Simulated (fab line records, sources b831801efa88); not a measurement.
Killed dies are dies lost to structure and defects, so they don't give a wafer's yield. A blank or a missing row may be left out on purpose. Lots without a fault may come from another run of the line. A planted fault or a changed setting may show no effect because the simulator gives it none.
Problem report in the 8D (eight disciplines) form, filled by code | flow sky130 | the parts of the form that need people (team, actions taken, sign-off) are left out

1. THE PROBLEM
run_length_s at SKY_SD_P_SOFTBAKE_03 reads a mean of 97.12 s on 6 wafers of 2 lots; wafers without a fault read 89.24 s with a standard deviation of 0.28. That is +28 standard deviations from the usual mean.
The step: time 60 s.
First seen on wafer L472.2, day 29 17:13, on litho_track-01. The record holds 38 wafers of 13 lots with a number at this step. Rule for "out", or "out of limits": more than 4 standard deviations from the usual mean. The other wafers with a number count as sound.

2. WHAT IT IS AND WHAT IT IS NOT
question                    | is                     | is not
which readings at this step | run_length_s           | resist_line_temp_C
which lots                  | L472, L473             | L459, L461, L463, L474, L475, L476, L477, L478, L480, L481, L482
which wafers of those lots  | all that have a number | -
read on which tools         | litho_track-01         | litho_track-02, litho_track-04
when                        | from day 29 17:13      | up to then (9 sound wafers); but 23 sound wafers of L474, L475, L476, L477, L478, L480, L481, L482 came after

3. SUSPECTS, AND WHAT RULES EACH OUT
Counting: a tool at a process step up to the reading stays a suspect if it ran every lot that is out and no sound lot after the first of them.
- litho_track-01 at SKY_SD_P_SOFTBAKE_03 (time 60 s): ruled out as a lasting fault. Sound lots L481 ran on it after its first lot that is out, L472 (day 29 17:13).
Left after counting: nothing in the record.

4. THE CAUSE (what the simulator had put in)
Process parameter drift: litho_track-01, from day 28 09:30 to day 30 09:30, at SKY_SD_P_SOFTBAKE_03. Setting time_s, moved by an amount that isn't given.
Counting ruled it out, wrongly.

5. THE CHAIN OF EFFECTS, in route order
Each row: a reading whose mean over the struck wafers that have a number lies more than 3 standard deviations from the usual. Only readings for which the record gives a usual standard deviation are gone through. hours: the time from each lot's start at the first step in this table that gives one to its start at this step, as a median over the lots. sigmas: the change in usual standard deviations.
hours | step                 | reading      | usual   | on struck wafers | change | sigmas
0     | SKY_SD_P_SOFTBAKE_03 | run_length_s | 89.24 s | 97.12            | +7.88  | +28
The process steps in it:
- SKY_SD_P_SOFTBAKE_03: time 60 s.
Later measuring or inspecting steps at which every struck wafer that the step has a row for has a number for every such reading, and none has moved that far: SKY_VIA1_BOW_MEAS_03, SKY_VIA2_BOW_MEAS_03.

6. WHAT WOULD HAVE CAUGHT IT SOONER
In this record the first reading out of limits was taken at day 29 17:13, 32 hours after the fault began at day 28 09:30.
